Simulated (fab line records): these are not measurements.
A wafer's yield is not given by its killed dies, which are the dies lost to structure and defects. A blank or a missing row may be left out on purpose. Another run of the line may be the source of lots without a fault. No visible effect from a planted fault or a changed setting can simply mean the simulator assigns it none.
The tool behind it: which one?    flow gf180mcu    6 lots with 18 wafers sampled at 3 steps, on a route of 602 steps

== WHAT EACH GAUGE READ, for each wafer ==
GF_VT_IMPLANT_RS_MEAS_48: the measuring method here is four-point-probe.
lot   measured      on             LVPWELL_RS (ohm/sq)
L152  day 8 06:22   film_metro-01  1193.4 1193.8 1193.6
L156  day 9 08:41   film_metro-02  1199.9 1197.4 1199.8
L158  day 9 21:05   film_metro-01  1189.9 1193.4 1190.6
L161  day 10 17:53  film_metro-01  1196.2 1194.8 1194.0
L164  day 11 11:24  film_metro-01  1189.6 1192.4 1193.1
L172  day 13 15:04  film_metro-01  1073.2 1075.9 1071.8

== EACH LOT AND THE TOOL THAT RAN IT (in order: tool; ch and the chambers of the sampled wafers; start) ==
lot   GF_LVPWELL_IMPLANT_09           GF_LVPWELL_STRIP_10
L152  implanter-03 ch 0, day 4 09:40  plasma_asher-02 ch 0,1, day 4 09:49
L156  implanter-04 ch 0, day 5 06:38  plasma_asher-02 ch 0,1, day 5 06:47
L158  implanter-01 ch 0, day 5 18:41  plasma_asher-01 ch 0, day 5 18:49
L161  implanter-04 ch 0, day 6 11:50  plasma_asher-01 ch 0,1, day 6 11:59
L164  implanter-04 ch 0, day 7 03:32  plasma_asher-02 ch 0,1, day 7 03:38
L172  implanter-04 ch 0, day 9 01:37  plasma_asher-04 ch 0,1, day 9 01:43
- GF_LVPWELL_IMPLANT_09
- GF_LVPWELL_STRIP_10: strips in O2/N2.

== THE ANSWER, worked out from the rows above alone ==
Rule: what is usual is taken from the lots themselves. The widest of any qualifying gaps counts: lots, ordered by their means at a reading, are off when they make up no more than a third of the lots, leave a main group of 4 or more, and stand apart from it by 3 or more times the standard deviation of that group's means. A main group is skipped when, at the precision printed for the reading in the tables above, its means are all equal. Also off: a lot with no number at a reading for which 4 or more lots have one. Any other lot the step has rows for is counted as sound.
Off: at GF_VT_IMPLANT_RS_MEAS_48 (LVPWELL_RS), L172. Main group: mean 1194.1 ohm/sq, sd 2.8.
If a tool, at a process step before that reading, ran all the lots that are off and no sound lot after the first of them, it fits. The gauges at GF_VT_IMPLANT_RS_MEAS_48 are tried like those tools. Can't be told from this: 3 tools fit, implanter-04 at GF_LVPWELL_IMPLANT_09, plasma_asher-04 at GF_LVPWELL_STRIP_10, film_metro-01 at GF_VT_IMPLANT_RS_MEAS_48.

== WHAT THE SIMULATOR HAD INSERTED ==
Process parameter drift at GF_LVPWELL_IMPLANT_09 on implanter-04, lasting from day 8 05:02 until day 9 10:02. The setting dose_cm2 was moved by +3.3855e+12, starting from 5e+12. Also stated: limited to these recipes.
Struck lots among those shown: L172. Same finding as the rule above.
